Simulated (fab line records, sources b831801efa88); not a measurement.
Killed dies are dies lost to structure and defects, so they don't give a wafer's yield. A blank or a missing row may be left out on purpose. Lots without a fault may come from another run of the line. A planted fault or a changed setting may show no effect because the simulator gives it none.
Chamber matching | flow gf180mcu | GF_V3_CVD_02 on pecvd-01: 3 sister chambers
The step deposits SiO2 from TEOS, target thk 850 nm, time 94.851 s. 3 wafers are shown with their chamber, then 11 later ones without.

WAFERS WITH THEIR CHAMBER
wafer  | chamber | heater_power_w (W)
L091.2 | 1       | 614
L091.3 | 0       | 528
L091.4 | 2       | 531

WAFERS WITHOUT THEIR CHAMBER
wafer  | heater_power_w (W)
L091.5 | 601
L091.6 | 498
L092.1 | 613
L092.2 | 644
L092.4 | 632
L096.1 | 514
L096.2 | 638
L096.5 | 656
L097.1 | 619
L097.3 | 595
L097.6 | 646

WHICH CHAMBER EACH WENT THROUGH
wafer  | from the rows above     | in truth
L091.5 | 1                       | 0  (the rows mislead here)
L091.6 | can't be placed: 0 or 2 | 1
L092.1 | 1                       | 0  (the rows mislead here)
L092.2 | 1                       | 1
L092.4 | 1                       | 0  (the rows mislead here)
L096.1 | can't be placed: 0 or 2 | 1
L096.2 | 1                       | 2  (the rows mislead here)
L096.5 | 1                       | 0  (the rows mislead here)
L097.1 | 1                       | 1
L097.3 | can't be placed: 1 or 2 | 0
L097.6 | 1                       | 1
Placed correctly: 3 of 11. Can't be placed from these rows: 3 (the true chamber is among the candidates in 0). Placed wrongly: 5.
How it was worked out, from the rows above alone: a wafer's distance from a chamber is the root of the sum, over the readings, of the square of ((its reading less the chamber's mean) divided by the reading's scatter). The wafer belongs to the nearest chamber; if the next one is less than 2 further off, it can't be placed. A chamber's mean is the mean of its shown wafers. The scatter: with one shown wafer a chamber, the root of the mean of the squares of how far each hidden wafer lies from its nearest shown one.
